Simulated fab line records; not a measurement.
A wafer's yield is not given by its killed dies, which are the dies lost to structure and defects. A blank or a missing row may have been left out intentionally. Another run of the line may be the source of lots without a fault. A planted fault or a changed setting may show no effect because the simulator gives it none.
fab line records -- flow sfqLine
record: lots: 6, wafers: 18, lastDay: 87
route steps=325 shown M4@152 I4@163 JJ@178 M5@206
lots that met no fault: from a run of the same line without faults
startH: start of the lot's first displayed wafer, in hours after the record's first day -- waitH: hours elapsed since this lot's preceding step -- " identical to the entry in the row above -- L1.1+2: a row that stands for several wafers -- - no value present, or no start provided -- * or withheld: withheld -- < > ~ a bound
route shown NAME@n: NAME is a module with steps in the file, n the number in the route of the first one -- usual: mean and standard deviation over wafers with no fault -- same: alike in all rows -- chamber/n: place in a boat -- sites: each site's reading -- _std_site: their standard deviation -- _edge_site: inner sites' mean taken away from outer sites' mean -- radiusMm: for every site, how far away it sits from the centre of the wafer -- mask NAME#n: copy n -- behind: the most recent tool/chamber to have shaped the wafer -- hold: why the lot was held/for how many hours/how that ended -- device: the transistor (n, p or np) that didn't switch -- end of line: the same wafers' tests at the end of the route -- a step with no rows: only its recipe -- killed: at the first sort, the dies lost to defects and structure; wafer yield is something else -- map: a wafer's dies, x killed, . not, _ none there
set.NAME: the setting that was run; set.NAME@STEP: the one run at that earlier step -- model.NAME: the simulator's own value behind a step, which no gauge read
lots at some steps of the route; a table a step, a row a wafer
services: the hour from which a tool's chamber was out of use, counted from the record's first day as startH (under 0 if before that day), plus the number of hours and why
== steps ==
step: SFQ_TRILAYER_M4_LITHO_COAT_098
recipe: resist: BARC, spinRpm: 3000, resistThkNm: 62
step: SFQ_TRILAYER_M4_LITHO_COAT_093
recipe: resist: KrF, spinRpm: 3000, resistThkNm: 600
step: SFQ_TRILAYER_M4_LITHO_SOFTBAKE_097
recipe: tempC: withheld, timeS: withheld, resist: KrF
step: SFQ_TRILAYER_M4_LITHO_EXPOSE_094
recipe: maskId: M4, na: 0.6, sourceShape: conventional, sigmaOuter: 0.65, targetCdNm: 500, doseMj: 14.4
step: SFQ_TRILAYER_M4_LITHO_PEB_096
recipe: pebTempC: 115, pebTimeS: 60, resist: KrF
step: SFQ_TRILAYER_M4_LITHO_DEVELOP_095
recipe: timeS: 60, resist: KrF
step: SFQ_M4_OVL_MEAS_926
usual: M4_OVL: 1/5.6
lot.wafer,tool,chamber,startH,waitH,M4_OVL[nm]
L717.3,overlay-02,-,1215.16,0.1,2
L717.5,overlay-02,-,1215.16,0.1,-2
L717.6,overlay-02,-,1215.16,0.1,5
L718.1,overlay-02,-,1216.34,0.1,0
L718.3,overlay-02,-,1216.34,0.1,-4
L718.5,overlay-02,-,1216.34,0.1,-1
L726.2,overlay-01,-,1279.74,0.1,-1
L726.3,overlay-01,-,1279.74,0.1,-2
L726.4,overlay-01,-,1279.74,0.1,-1
L731.2,overlay-01,-,1313.36,0.1,-4
L731.3,overlay-01,-,1313.36,0.1,-9
L731.6,overlay-01,-,1313.36,0.1,-4
L733.2,overlay-01,-,1450.28,0.1,-7
L733.4,overlay-01,-,1450.28,0.1,-1
L733.6,overlay-01,-,1450.28,0.1,-3
L734.2,overlay-01,-,1452.68,0.1,10
L734.4,overlay-01,-,1452.68,0.1,9
L734.5,overlay-01,-,1452.68,0.1,-5
step: SFQ_TRILAYER_M4_BARC_OPEN_METAL_ETCH_123
recipe: maskMaterial: PR, chemistry: O2, targetDepthNm: 125, target: BARC, icpW: 600, biasW: 80, pressureMtorr: 10, timeS: 41.7
step: SFQ_TRILAYER_M4_ETCH_METAL_ETCH_096
recipe: target: Nb, stopOn: SiO2, maskMaterial: PR, chemistry: Cl2/Ar, targetDepthNm: 240, icpW: 600, biasW: 80, pressureMtorr: 10, timeS: 120
usual: drypumpMotorCurrentA: 5.88/0.2, oesProductAu: 0.894/0.008
lot.wafer,tool,chamber,startH,waitH,drypumpMotorCurrentA,oesProductAu,rfHoursCounterH
L717.3,rieMetal-01,0,1215.28,0.1,6.13,0.906,-
L717.5,rieMetal-01,1,1215.28,0.1,6.30,0.887,-
L717.6,rieMetal-01,0,1215.28,0.1,6.11,0.898,-
L718.1,rieMetal-03,1,1216.44,0.0,5.96,0.882,25
L718.3,rieMetal-03,0,1216.44,0.0,5.95,0.893,-
L718.5,rieMetal-03,0,1216.44,0.0,5.94,0.885,-
L726.2,rieMetal-03,0,1279.83,0.0,5.94,0.881,120
L726.3,rieMetal-03,1,1279.83,0.0,5.95,0.886,-
L726.4,rieMetal-03,0,1279.83,0.0,5.94,0.883,-
L731.2,rieMetal-02,1,1313.55,0.1,5.76,0.894,-
L731.3,rieMetal-02,1,1313.55,0.1,5.77,0.875,-
L731.6,rieMetal-02,1,1313.55,0.1,5.76,0.898,-
L733.2,rieMetal-03,1,1450.37,0.0,5.96,0.894,55
L733.4,rieMetal-03,1,1450.37,0.0,5.95,0.879,-
L733.6,rieMetal-03,0,1450.37,0.0,5.92,0.895,-
L734.2,rieMetal-02,0,1452.77,0.0,5.63,0.903,64
L734.4,rieMetal-02,1,1452.77,0.0,5.77,0.893,-
L734.5,rieMetal-02,1,1452.77,0.0,5.78,0.906,-
step: SFQ_TRILAYER_M4_STRIP_STRIP_097
recipe: gas: O2, powerW: 200, platenTempC: 40, overashFraction: 0.65, chemistry: O2, pressureMtorr: 50
step: SFQ_TRILAYER_M4_STRIP_SOLV_CLEAN_098
recipe: chemistry: NMP, tempC: 70, timeS: 600
step: SFQ_TRILAYER_I4_DEP_PECVD_099
recipe: material: SiO2, tempC: 150, timeS: 111.11, pressureTorr: 2.4, rfW: 183.3, precursor: SiH4/N2O, targetThkNm: 500
step: SFQ_TRILAYER_I4_CMP_CMP_100
recipe: material: SiO2, downForcePsi: 3, platenRpm: 60, padVelocityMS: 0.94248
usual: motorCurrentA: 10.0/1.5, platenRpm: 60.01/0.042, timeToEndpointS: 220/7.3
lot.wafer,tool,chamber,startH,waitH,motorCurrentA,platenRpm,timeToEndpointS,model.SiO2_of_TRILAYER_I4_DEP_PECVD_099.thkNm
L717.3,cmp-02,2,1217.69,1.5,9.0,59.94,210,219.9
L717.6,cmp-02,0,1218.69,2.5,10.3,60.03,225,199.4
L717.5,cmp-02,1,1218.69,2.5,12.0,60.01,228,201.6
L718.1,cmp-02,1,1219.69,2.3,11.6,59.97,217,201
L718.3,cmp-02,0,1221.19,3.8,9.8,60.00,218,201.6
L718.5,cmp-02,2,1222.19,4.8,8.8,60.01,203,219.6
L726.2,cmp-01,2,1281.18,0.4,8.3,59.99,214,201.3
L726.4,cmp-01,3,1281.18,0.4,12.3,60.05,229,202.6
L726.3,cmp-01,0,1281.18,0.4,8.2,59.97,222,201.4
L731.3,cmp-02,1,1315.71,0.5,11.4,59.96,213,200.4
L731.2,cmp-02,2,1315.71,0.5,9.2,60.01,225,201.9
L731.6,cmp-02,0,1317.21,2.0,10.0,59.97,210,200
L733.4,cmp-02,1,1454.55,3.2,11.2,60.06,231,203.2
L733.2,cmp-02,2,1454.55,3.2,8.8,60.01,215,201.3
L733.6,cmp-02,0,1456.05,4.7,9.7,59.97,218,201.5
L734.2,cmp-01,2,1456.28,2.6,8.4,59.99,215,199.1
L734.4,cmp-01,1,1457.78,4.0,9.7,60.01,221,200.2
L734.5,cmp-01,3,1458.78,5.0,12.7,60.02,220,200.5
step: SFQ_I4_BOW_MEAS_927
recipe: mode: bow
usual: I4_BOW: 2/9
lot.wafer,tool,chamber,startH,waitH,I4_BOW[um]
L717.3,filmMetro-04,-,1219.73,1.5,9
L717.5,filmMetro-04,-,1219.73,1.5,-2
L717.6,filmMetro-04,-,1219.73,1.5,7
L717.3,filmMetro-04,-,1221.45,1.7,-
L717.5,filmMetro-04,-,1221.45,1.7,-
L717.6,filmMetro-04,-,1221.45,1.7,-
L718.1,filmMetro-03,-,1222.69,2.5,20
L718.3,filmMetro-03,-,1222.69,2.5,10
L718.5,filmMetro-03,-,1222.69,2.5,1
L718.1,filmMetro-03,-,1224.01,1.3,-
L718.3,filmMetro-03,-,1224.01,1.3,-
L718.5,filmMetro-03,-,1224.01,1.3,-
L726.2,filmMetro-03,-,1284.20,2.5,-1
L726.3,filmMetro-03,-,1284.20,2.5,-7
L726.4,filmMetro-03,-,1284.20,2.5,-7
L731.2,filmMetro-03,-,1318.23,1.5,17
L731.3,filmMetro-03,-,1318.23,1.5,7
L731.6,filmMetro-03,-,1318.23,1.5,5
L733.2,filmMetro-04,-,1456.57,1.0,-1
L733.4,filmMetro-04,-,1456.57,1.0,2
L733.6,filmMetro-04,-,1456.57,1.0,-11
L734.2,filmMetro-01,-,1459.30,2.5,19
L734.4,filmMetro-01,-,1459.30,2.5,22
L734.5,filmMetro-01,-,1459.30,2.5,19
step: SFQ_TRILAYER_I4_METRO_MEASURE_101
usual: thkNm: 200.8/0.96
lot.wafer,tool,chamber,startH,waitH,thkNm
L717.3,filmMetro-04,-,1223.60,2.1,219.9
L717.5,filmMetro-04,-,1223.60,2.1,201.7
L717.6,filmMetro-04,-,1223.60,2.1,199.6
L717.3,filmMetro-04,-,1224.97,1.2,220.0
L717.5,filmMetro-04,-,1224.97,1.2,201.4
L717.6,filmMetro-04,-,1224.97,1.2,199.5
L718.1,filmMetro-03,-,1226.55,2.5,201.0
L718.3,filmMetro-03,-,1226.55,2.5,201.6
L718.5,filmMetro-03,-,1226.55,2.5,219.5
L718.1,filmMetro-03,-,1227.92,1.2,201.0
L718.3,filmMetro-03,-,1227.92,1.2,201.7
L718.5,filmMetro-03,-,1227.92,1.2,219.4
L726.2,filmMetro-03,-,1284.50,0.3,201.5
L726.3,filmMetro-03,-,1284.50,0.3,201.2
L726.4,filmMetro-03,-,1284.50,0.3,202.7
L731.2,filmMetro-03,-,1318.53,0.3,202.0
L731.3,filmMetro-03,-,1318.53,0.3,200.4
L731.6,filmMetro-03,-,1318.53,0.3,200.0
L733.2,filmMetro-04,-,1456.87,0.3,201.5
L733.4,filmMetro-04,-,1456.87,0.3,203.2
L733.6,filmMetro-04,-,1456.87,0.3,201.4
L734.2,filmMetro-01,-,1459.60,0.3,199.0
L734.4,filmMetro-01,-,1459.60,0.3,200.0
L734.5,filmMetro-01,-,1459.60,0.3,200.5
step: SFQ_TRILAYER_I4_VIA_LITHO_COAT_108
recipe: resist: BARC, spinRpm: 3000, resistThkNm: 62
step: SFQ_TRILAYER_I4_VIA_LITHO_COAT_103
recipe: resist: KrF, spinRpm: 3000, resistThkNm: 650
step: SFQ_TRILAYER_I4_VIA_LITHO_SOFTBAKE_107
recipe: tempC: withheld, timeS: withheld, resist: KrF
step: SFQ_TRILAYER_I4_VIA_LITHO_EXPOSE_104
recipe: maskId: I4, na: 0.6, sourceShape: conventional, sigmaOuter: 0.65, targetCdNm: 700, doseMj: 21.3
step: SFQ_TRILAYER_I4_VIA_LITHO_PEB_106
recipe: pebTempC: 115, pebTimeS: 60, resist: KrF
step: SFQ_TRILAYER_I4_VIA_LITHO_DEVELOP_105
recipe: timeS: 60, resist: KrF
step: SFQ_I4_OVL_MEAS_928
usual: I4_OVL: -2/5.5
lot.wafer,tool,chamber,startH,waitH,I4_OVL[nm]
L717.3,overlay-02,-,1344.56,0.1,-3
L717.5,overlay-02,-,1344.56,0.1,-9
L717.6,overlay-02,-,1344.56,0.1,-11
L718.1,overlay-02,-,1349.35,0.1,-10
L718.3,overlay-02,-,1349.35,0.1,-7
L718.5,overlay-02,-,1349.35,0.1,-5
L726.2,overlay-01,-,1414.28,0.1,-1
L726.3,overlay-01,-,1414.28,0.1,5
L726.4,overlay-01,-,1414.28,0.1,3
L731.2,overlay-02,-,1430.06,0.1,3
L731.3,overlay-02,-,1430.06,0.1,-4
L731.6,overlay-02,-,1430.06,0.1,6
L733.2,overlay-01,-,1462.18,0.1,2
L733.4,overlay-01,-,1462.18,0.1,0
L733.6,overlay-01,-,1462.18,0.1,2
L734.2,overlay-01,-,1464.58,0.1,1
L734.4,overlay-01,-,1464.58,0.1,-1
L734.5,overlay-01,-,1464.58,0.1,6
step: SFQ_TRILAYER_I4_VIA_BARC_OPEN_VIA_ETCH_146
recipe: maskMaterial: PR, chemistry: O2, targetDepthNm: 125, target: BARC, sourceW: 500, biasW: 80, pressureMtorr: 30, timeS: 41.7
step: SFQ_TRILAYER_I4_VIA_ETCH_VIA_ETCH_106
recipe: target: SiO2, stopOn: Nb, maskMaterial: PR, taperDeg: 20, chemistry: CHF3, targetDepthNm: 260, sourceW: 500, biasW: 80, pressureMtorr: 30, timeS: withheld
usual: drypumpMotorCurrentA: 5.6/0.34, oesProductAu: 0.856/0.0051
lot.wafer,tool,chamber,startH,waitH,drypumpMotorCurrentA,oesProductAu,model.etch.depthNm,model.I4.featureDepthNm
L717.3,rieDiel-04,0,1344.63,0.0,5.3,0.892,219.9,219.9
L717.5,rieDiel-04,1,1344.63,0.0,6.0,0.854,201.6,201.6
L717.6,rieDiel-04,0,1344.63,0.0,5.3,0.857,199.4,199.4
L718.1,rieDiel-01,1,1349.43,0.0,5.9,0.857,201,201
L718.3,rieDiel-01,3,1349.43,0.0,5.2,0.855,201.6,201.6
L718.5,rieDiel-01,0,1349.43,0.0,5.8,0.895,219.6,219.6
L726.2,rieDiel-02,0,1414.35,0.0,5.6,0.856,201.3,201.3
L726.3,rieDiel-02,1,1414.35,0.0,5.0,0.860,201.4,201.4
L726.4,rieDiel-02,3,1414.35,0.0,5.6,0.861,202.6,202.6
L731.2,rieDiel-02,0,1430.13,0.0,5.6,0.855,201.9,201.9
L731.3,rieDiel-02,3,1430.13,0.0,5.5,0.855,200.4,200.4
L731.6,rieDiel-02,2,1430.13,0.0,6.0,0.858,200,200
L733.2,rieDiel-02,1,1462.25,0.0,4.9,0.858,201.3,201.3
L733.4,rieDiel-02,3,1462.25,0.0,5.5,0.858,203.2,203.2
L733.6,rieDiel-02,3,1462.25,0.0,5.5,0.867,201.5,201.5
L734.2,rieDiel-01,0,1464.65,0.0,5.8,0.858,199.1,199.1
L734.4,rieDiel-01,1,1464.65,0.0,5.9,0.841,200.2,200.2
L734.5,rieDiel-01,0,1464.65,0.0,5.8,0.852,200.5,200.5
step: SFQ_TRILAYER_I4_VIA_STRIP_STRIP_107
recipe: gas: O2, powerW: 200, platenTempC: 40, overashFraction: 0.65, chemistry: O2, pressureMtorr: 50
usual: drypumpMotorCurrentA: 5.7/0.44, oesProductAu: 1.008/0.013
lot.wafer,tool,chamber,startH,waitH,drypumpMotorCurrentA,oesProductAu,rfHoursCounterH
L717.3,rieMetal-01,1,1345.14,-,6.3,1.001,-
L717.5,rieMetal-01,1,1345.14,-,6.2,0.994,-
L717.6,rieMetal-01,1,1345.14,-,6.3,0.992,-
L718.1,rieMetal-02,0,1349.54,-,5.6,1.011,51
L718.3,rieMetal-02,0,1349.54,-,5.6,1.005,-
L718.5,rieMetal-02,1,1349.54,-,5.8,0.993,-
L726.2,rieMetal-01,0,1414.46,-,6.1,1.030,7
L726.3,rieMetal-01,0,1414.46,-,6.1,1.039,-
L726.4,rieMetal-01,1,1414.46,-,6.3,0.991,-
L731.2,rieMetal-04,0,1430.24,-,5.0,1.015,107
L731.3,rieMetal-04,1,1430.24,-,5.8,1.009,-
L731.6,rieMetal-04,0,1430.24,-,5.0,1.022,-
L733.2,rieMetal-01,0,1462.36,-,6.2,1.017,15
L733.4,rieMetal-01,0,1462.36,-,6.1,1.010,-
L733.6,rieMetal-01,0,1462.36,-,6.1,1.019,-
L734.2,rieMetal-04,0,1464.76,-,5.0,1.020,112
L734.4,rieMetal-04,1,1464.76,-,5.8,1.020,-
L734.5,rieMetal-04,0,1464.76,-,5.0,1.011,-
step: SFQ_TRILAYER_I4_VIA_STRIP_SOLV_CLEAN_108
recipe: chemistry: NMP, tempC: 70, timeS: 600
step: SFQ_TRILAYER_JJ_TRILAYER_DEP_PRE_CLEAN_113
recipe: gas: Ar, timeS: 22.5, biasV: 250
step: SFQ_TRILAYER_JJ_TRILAYER_DEP_SPUTTER_109
recipe: material: Nb, basePressurePa: 1.33e-06, chamberPressurePa: 0.1333, substrateTempC: 20, targetThkNm: 150, powerW: 2000, timeS: 100
usual: throttleValvePct: 30.1/1.2
lot.wafer,tool,chamber,startH,waitH,throttleValvePct
L717.3,pvdSputter-03,-,1346.14,0.0,29.9
L717.5,pvdSputter-03,-,1346.14,0.0,29.0
L717.6,pvdSputter-03,-,1346.14,0.0,29.8
L718.1,pvdSputter-05,-,1350.34,0.0,30.7
L718.3,pvdSputter-05,-,1350.34,0.0,31.0
L718.5,pvdSputter-05,-,1350.34,0.0,31.2
L726.2,pvdSputter-05,-,1415.29,0.0,29.4
L726.3,pvdSputter-05,-,1415.29,0.0,31.5
L726.4,pvdSputter-05,-,1415.29,0.0,31.2
L731.2,pvdSputter-03,-,1431.06,0.0,29.9
L731.3,pvdSputter-03,-,1431.06,0.0,28.8
L731.6,pvdSputter-03,-,1431.06,0.0,28.5
L733.2,pvdSputter-04,-,1463.17,0.0,30.0
L733.4,pvdSputter-04,-,1463.17,0.0,32.5
L733.6,pvdSputter-04,-,1463.17,0.0,29.5
L734.2,pvdSputter-03,-,1465.57,0.0,29.8
L734.4,pvdSputter-03,-,1465.57,0.0,28.2
L734.5,pvdSputter-03,-,1465.57,0.0,28.4
step: SFQ_TRILAYER_JJ_TRILAYER_DEP_SPUTTER_110
recipe: material: Al, basePressurePa: 1.33e-06, targetThkNm: 8, powerW: 500, timeS: 10, chamberPressurePa: 0.4
step: SFQ_TRILAYER_JJ_TRILAYER_DEP_AL_OXIDATION_111
recipe: pressureMbar: 0.014667, oxidationTimeS: 600, temperatureK: 293
step: SFQ_TRILAYER_JJ_TRILAYER_DEP_SPUTTER_112
recipe: material: Nb, basePressurePa: 1.33e-06, chamberPressurePa: 0.1333, substrateTempC: 20, targetThkNm: 170, powerW: 2000, timeS: 113.3
step: SFQ_JJ_RS_MEAS_929
recipe: thkMeasGauge: four-point-probe, reads: Nb_of_TRILAYER_JJ_TRILAYER_DEP_SPUTTER_112
usual: JJ_NB_RS: 1.053/0.015
lot.wafer,tool,chamber,startH,waitH,JJ_NB_RS[ohm/sq]
L717.3,filmMetro-01,-,1347.36,0.1,1.040
L717.5,filmMetro-01,-,1347.36,0.1,1.064
L717.6,filmMetro-01,-,1347.36,0.1,1.038
L718.1,filmMetro-01,-,1351.52,0.0,1.038
L718.3,filmMetro-01,-,1351.52,0.0,1.034
L718.5,filmMetro-01,-,1351.52,0.0,1.030
L726.2,filmMetro-01,-,1416.63,0.1,1.047
L726.3,filmMetro-01,-,1416.63,0.1,1.060
L726.4,filmMetro-01,-,1416.63,0.1,1.041
L731.2,filmMetro-01,-,1432.25,0.1,1.029
L731.3,filmMetro-01,-,1432.25,0.1,1.028
L731.6,filmMetro-01,-,1432.25,0.1,1.050
L733.2,filmMetro-01,-,1464.36,0.1,1.074
L733.4,filmMetro-01,-,1464.36,0.1,1.049
L733.6,filmMetro-01,-,1464.36,0.1,1.053
L734.2,filmMetro-04,-,1466.76,0.1,1.037
L734.4,filmMetro-04,-,1466.76,0.1,1.061
L734.5,filmMetro-04,-,1466.76,0.1,1.065
step: SFQ_TRILAYER_JJ_CE_LITHO_COAT_119
recipe: resist: BARC, spinRpm: 3000, resistThkNm: 62
step: SFQ_TRILAYER_JJ_CE_LITHO_COAT_114
recipe: resist: KrF, spinRpm: 3000, resistThkNm: 600
step: SFQ_TRILAYER_JJ_CE_LITHO_SOFTBAKE_118
recipe: tempC: withheld, timeS: withheld, resist: KrF
step: SFQ_TRILAYER_JJ_CE_LITHO_EXPOSE_115
recipe: maskId: J5, na: 0.6, sourceShape: conventional, sigmaOuter: 0.65, targetCdNm: 700, doseMj: 14.4
step: SFQ_TRILAYER_JJ_CE_LITHO_PEB_117
recipe: pebTempC: 115, pebTimeS: 60, resist: KrF
step: SFQ_TRILAYER_JJ_CE_LITHO_DEVELOP_116
recipe: timeS: 60, resist: KrF
step: SFQ_JJ_OVL_MEAS_931
usual: J5_OVL: -4/5.1
lot.wafer,tool,chamber,startH,waitH,J5_OVL[nm]
L717.3,overlay-01,-,1475.49,0.1,-5
L717.5,overlay-01,-,1475.49,0.1,-8
L717.6,overlay-01,-,1475.49,0.1,-2
L718.1,overlay-02,-,1479.07,0.1,-10
L718.3,overlay-02,-,1479.07,0.1,-9
L718.5,overlay-02,-,1479.07,0.1,-5
L726.2,overlay-01,-,1528.51,0.1,2
L726.3,overlay-01,-,1528.51,0.1,-3
L726.4,overlay-01,-,1528.51,0.1,-6
L731.2,overlay-02,-,1538.11,0.1,-10
L731.3,overlay-02,-,1538.11,0.1,-13
L731.6,overlay-02,-,1538.11,0.1,-13
L733.2,overlay-01,-,1561.16,0.1,-5
L733.4,overlay-01,-,1561.16,0.1,-8
L733.6,overlay-01,-,1561.16,0.1,0
L734.2,overlay-02,-,1565.96,0.1,-3
L734.4,overlay-02,-,1565.96,0.1,-16
L734.5,overlay-02,-,1565.96,0.1,-5
step: SFQ_TRILAYER_JJ_CE_METRO_MEASURE_117
usual: cdNm: 700.3/1.4
lot.wafer,tool,chamber,startH,waitH,cdNm
L717.3,cdSem-01,-,1475.91,0.4,700.3
L717.5,cdSem-01,-,1475.91,0.4,700.7
L717.6,cdSem-01,-,1475.91,0.4,699.7
L718.1,cdSem-02,-,1479.11,0.0,700.5
L718.3,cdSem-02,-,1479.11,0.0,700.7
L718.5,cdSem-02,-,1479.11,0.0,700.5
L726.2,cdSem-01,-,1528.74,0.2,700.1
L726.3,cdSem-01,-,1528.74,0.2,700.3
L726.4,cdSem-01,-,1528.74,0.2,699.5
L731.2,cdSem-02,-,1538.34,0.2,698.3
L731.3,cdSem-02,-,1538.34,0.2,699.0
L731.6,cdSem-02,-,1538.34,0.2,698.7
L733.2,cdSem-02,-,1561.39,0.2,702.1
L733.4,cdSem-02,-,1561.39,0.2,701.8
L733.6,cdSem-02,-,1561.39,0.2,701.6
L734.2,cdSem-01,-,1566.19,0.2,700.7
L734.4,cdSem-01,-,1566.19,0.2,701.2
L734.5,cdSem-01,-,1566.19,0.2,700.2
step: SFQ_TRILAYER_JJ_CE_BARC_OPEN_RIE_150
recipe: maskMaterial: PR, chemistry: O2, targetDepthNm: 240, target: BARC, icpW: 600, biasW: 80, pressureMtorr: 10, timeS: 80
usual: drypumpMotorCurrentA: 5.74/0.27, oesProductAu: 0.538/0.0046
lot.wafer,tool,chamber,startH,waitH,drypumpMotorCurrentA,oesProductAu,rfHoursCounterH
L717.3,rieMetal-03,1,1476.74,0.6,5.99,0.549,-
L717.5,rieMetal-03,1,1476.74,0.6,5.96,0.532,-
L717.6,rieMetal-03,0,1476.74,0.6,5.96,0.541,-
L718.1,rieMetal-04,1,1480.31,1.0,5.82,0.533,57
L718.3,rieMetal-04,1,1480.31,1.0,5.80,0.536,-
L718.5,rieMetal-04,1,1480.31,1.0,5.83,0.535,-
L726.2,rieMetal-02,0,1529.74,0.8,5.65,0.539,78
L726.3,rieMetal-02,0,1529.74,0.8,5.65,0.529,-
L726.4,rieMetal-02,1,1529.74,0.8,5.75,0.534,-
L731.2,rieMetal-02,0,1539.34,0.8,5.62,0.541,79
L731.3,rieMetal-02,1,1539.34,0.8,5.75,0.533,-
L731.6,rieMetal-02,0,1539.34,0.8,5.63,0.534,-
L733.2,rieMetal-03,0,1562.39,0.8,5.91,0.529,24
L733.4,rieMetal-03,1,1562.39,0.8,5.96,0.542,-
L733.6,rieMetal-03,0,1562.39,0.8,5.92,0.544,-
L734.2,rieMetal-02,1,1567.19,0.8,5.77,0.537,6
L734.4,rieMetal-02,0,1567.19,0.8,5.61,0.530,-
L734.5,rieMetal-02,1,1567.19,0.8,5.75,0.543,-
step: SFQ_TRILAYER_M5_ETCH_METAL_ETCH_126
recipe: target: Nb, stopOn: SiO2, maskMaterial: PR, overEtchFrac: 0.15, timeS: 203.2, chemistry: Cl2/BCl3, targetDepthNm: 265, icpW: 600, biasW: 80, pressureMtorr: 10
usual: drypumpMotorCurrentA: 5.8/0.4, oesProductAu: 0.728/0.0066
lot.wafer,tool,chamber,startH,waitH,drypumpMotorCurrentA,oesProductAu,rfHoursCounterH,model.SiO2_of_TRILAYER_I4_DEP_PECVD_099.thkNm
L717.3,rieMetal-03,1,1483.06,0.1,5.9,0.742,-,200
L717.5,rieMetal-03,1,1483.06,0.1,6.0,0.735,-,181.6
L717.6,rieMetal-03,0,1483.06,0.1,5.9,0.740,-,179.9
L718.1,rieMetal-01,1,1486.60,0.0,6.3,0.720,59,181.2
L718.3,rieMetal-01,0,1486.60,0.0,6.1,0.729,-,181.1
L718.5,rieMetal-01,0,1486.60,0.0,6.1,0.727,-,199.1
L726.2,rieMetal-04,1,1638.30,0.0,5.8,0.736,82,181.2
L726.3,rieMetal-04,1,1638.30,0.0,5.8,0.723,-,181.3
L726.4,rieMetal-04,0,1638.30,0.0,5.0,0.721,-,183.2
L731.2,rieMetal-01,1,1653.50,0.0,6.3,0.728,79,182.3
L731.3,rieMetal-01,1,1653.50,0.0,6.3,0.727,-,180.7
L731.6,rieMetal-01,0,1653.50,0.0,6.1,0.724,-,179.7
L733.2,rieMetal-04,0,1673.71,0.0,5.0,0.724,20,181.8
L733.4,rieMetal-04,1,1673.71,0.0,5.8,0.734,-,183
L733.6,rieMetal-04,1,1673.71,0.0,5.8,0.728,-,181.4
L734.2,rieMetal-03,1,1676.11,0.0,5.9,0.735,89,179.4
L734.4,rieMetal-03,1,1676.11,0.0,6.0,0.727,-,180.6
L734.5,rieMetal-03,0,1676.11,0.0,5.9,0.728,-,181.1
== services ==
tool,chamber,startH,hours,kind
rieMetal-03,0,1203.73,9.7,repair
rieMetal-03,-,1230.80,2.0,repair
filmMetro-03,-,1239.88,1.0,pm
filmMetro-03,-,1263.72,3.5,pm
filmMetro-03,-,1273.48,1.4,pm
filmMetro-03,-,1302.52,1.1,pm
rieMetal-02,0,1309.85,4.2,repair
rieMetal-04,-,1310.47,0.2,repair
rieMetal-02,-,1323.88,0.4,repair
cmp-02,-,1334.21,4.2,pm
rieMetal-04,-,1342.18,2.8,pm
rieMetal-03,-,1342.63,28.1,pm
rieMetal-04,1,1357.34,7.5,repair
rieMetal-01,-,1360.34,0.8,repair
cmp-02,-,1422.28,3.3,repair
cmp-02,-,1437.55,4.0,pm
rieMetal-02,-,1437.83,1.4,pm
filmMetro-03,-,1483.68,1.0,pm
filmMetro-03,-,1508.67,1.3,pm
cmp-02,-,1511.66,4.4,pm
rieMetal-01,0,1537.97,5.5,repair
rieMetal-01,-,1594.38,0.6,repair
rieMetal-02,0,1613.74,14.9,repair
rieMetal-02,0,1671.76,24.8,repair
== key ==
firstSign: step: SFQ_I4_BOW_MEAS_927, reading: visit, direction: added
effect: step: SFQ_TRILAYER_I4_METRO_MEASURE_101, reading: visit, direction: added
effect: step: SFQ_TRILAYER_I4_METRO_MEASURE_101, reading: thkNm, direction: up, sigmas: 20, usual: 200.8, struck: 219.7
effect: step: SFQ_TRILAYER_I4_VIA_ETCH_VIA_ETCH_106, reading: oesProductAu, direction: up, sigmas: 7.4, usual: 0.856, struck: 0.894
modelEffect: step: SFQ_TRILAYER_I4_CMP_CMP_100, value: SiO2_of_TRILAYER_I4_DEP_PECVD_099.thkNm, without: 199.7, struck: 219.7
modelEffect: step: SFQ_TRILAYER_I4_VIA_ETCH_VIA_ETCH_106, value: etch.depthNm, without: 199.7, struck: 219.7
modelEffect: step: SFQ_TRILAYER_M5_ETCH_METAL_ETCH_126, value: SiO2_of_TRILAYER_I4_DEP_PECVD_099.thkNm, without: 179.5, struck: 199.5
metAt SFQ_TRILAYER_I4_CMP_CMP_100
struckWafers L717.3,L718.5
fault: kind: processParameterDrift, tool: cmp-02, chamber: 2, onsetH: 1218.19, steps: SFQ_TRILAYER_I4_CMP_CMP_100, channel: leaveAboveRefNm, offset: 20, shape: step, endH: 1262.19, actsIn: theseRecipesOnly, stated: 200
